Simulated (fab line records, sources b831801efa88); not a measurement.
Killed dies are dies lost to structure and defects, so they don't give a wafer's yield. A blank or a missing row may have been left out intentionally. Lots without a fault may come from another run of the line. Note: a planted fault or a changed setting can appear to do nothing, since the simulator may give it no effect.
A struck lot beside a sound one    flow sky130    18 out of 708 route steps
Sound: these wafers, L688.1, L688.2, L688.4. Struck: wafers L693.1, L693.2, L693.6. Last of all comes the cause.
For every step that has rows: the tool of each side, followed by ch and its chambers, followed by its first start. Under that, the readings that differ: sound wafers    struck wafers    difference of the means    sigmas: that difference in standard deviations of wafers without a fault.
alike: a reading whose means differ by less than 2 such deviations, as well as words and numbers matching on both sides. not compared: withheld readings; readings where some wafer has no value; bounds like >300 that might hide an equal value; numbers whose values overlap and for which the record gives no deviation.
The two part at a step that has a row with sigmas, a row that says differs or no value, or rows on one side only. Numbers that have no deviation but don't overlap get no sigmas and don't part them. Lack of a reading on every wafer of one side parts them only where that side has two or more wafers.

first, 4 steps without rows for these wafers: SKY_PWDE_SOFTBAKE_03; SKY_PWDE_EXPOSE_04 (exposes mask PWDEM, target cd 840 nm); SKY_PWDE_PEB_05; SKY_PWDE_DEVELOP_06 (develop time 60 s).
SKY_PWDE_OVL_MEAS_07:
  sound on overlay-02, day 6 12:47; struck on overlay-02, day 7 13:35
  alike: PWDE_OVL
next, for these wafers, 1 step has no rows: SKY_PWDE_IMPLANT_08.
SKY_PWDE_STRIP_09: strips in O2/N2.
  sound on plasma_asher-03 ch 0,1, day 6 12:58; struck on plasma_asher-01 ch 0,1, day 7 13:46
  alike: drypump_motor_current_A, oes_product_au, strip_time_to_endpoint_s
  not compared: rf_hours_counter_h
SKY_PWDE_TW_MEAS_10:
  sound on film_metro-01, day 6 13:04; struck on film_metro-04, day 7 13:52
  alike: PWDE_TW
then, 4 steps without rows for these wafers: SKY_NWELL_DEHYDRATE_03 (time 60 s); SKY_NWELL_HMDS_04 (prime time 60 s); SKY_NWELL_COAT_05 (resist thk 3000 nm); SKY_NWELL_SOFTBAKE_06.
SKY_NWELL_EXPOSE_07: exposes mask NWM, target cd 840 nm.
  sound on iline_stepper-02 ch 0, day 6 22:13; struck on iline_stepper-02 ch 0, day 8 00:20
reading                        sound                    struck             difference  sigmas
model.NWELL.overlay_x_nm (nm)  0.07093 0.07093 0.07093  155.6 155.6 155.6  +155.5      
  alike: mask, exposure_dose_mJ_cm2
then, 2 steps without rows for these wafers: SKY_NWELL_PEB_08; SKY_NWELL_DEVELOP_09 (develop time 60 s).
SKY_NWELL_OVL_MEAS_10:
  sound on overlay-02, day 7 08:17; struck on overlay-01, day 8 11:03
reading            sound          struck             difference  sigmas
NWELL_00_OVL (nm)  -0.6 0.6 -1.0  155.5 156.3 155.4  +156.1      +99 or more
next, for these wafers, 1 step has no rows: SKY_NWELL_IMPLANT_11.
-- the record jumps here: 41 days lie between the struck wafers' starts before and after (it left off in module NWELL and takes up again in module PAD_OPEN, whose first step shown is number 708 of the route) --
SKY_PAD_OPEN_PROBE_99:
  sound on prober-02, day 48 17:57; struck on prober-01, day 49 13:17
  no value came back on the struck wafers for any of 5 readings (model.etest.nfet_16v.r_on_ohm_um, model.etest.pfet_16v.r_on_ohm_um and others); on the sound wafers model.etest.nfet_16v.r_on_ohm_um reads 1.427e+04 1.426e+04 1.42e+04
  alike: killed_at_M0_to_M3, killed_at_M4_up, killed_at_contacts, killed_at_front_end, killed_at_other, killed_dies, killed_open, killed_short

## WHERE THEY PART
First at SKY_NWELL_OVL_MEAS_10; last, within this record, at SKY_PAD_OPEN_PROBE_99.

WHY: what had been put in by the simulator
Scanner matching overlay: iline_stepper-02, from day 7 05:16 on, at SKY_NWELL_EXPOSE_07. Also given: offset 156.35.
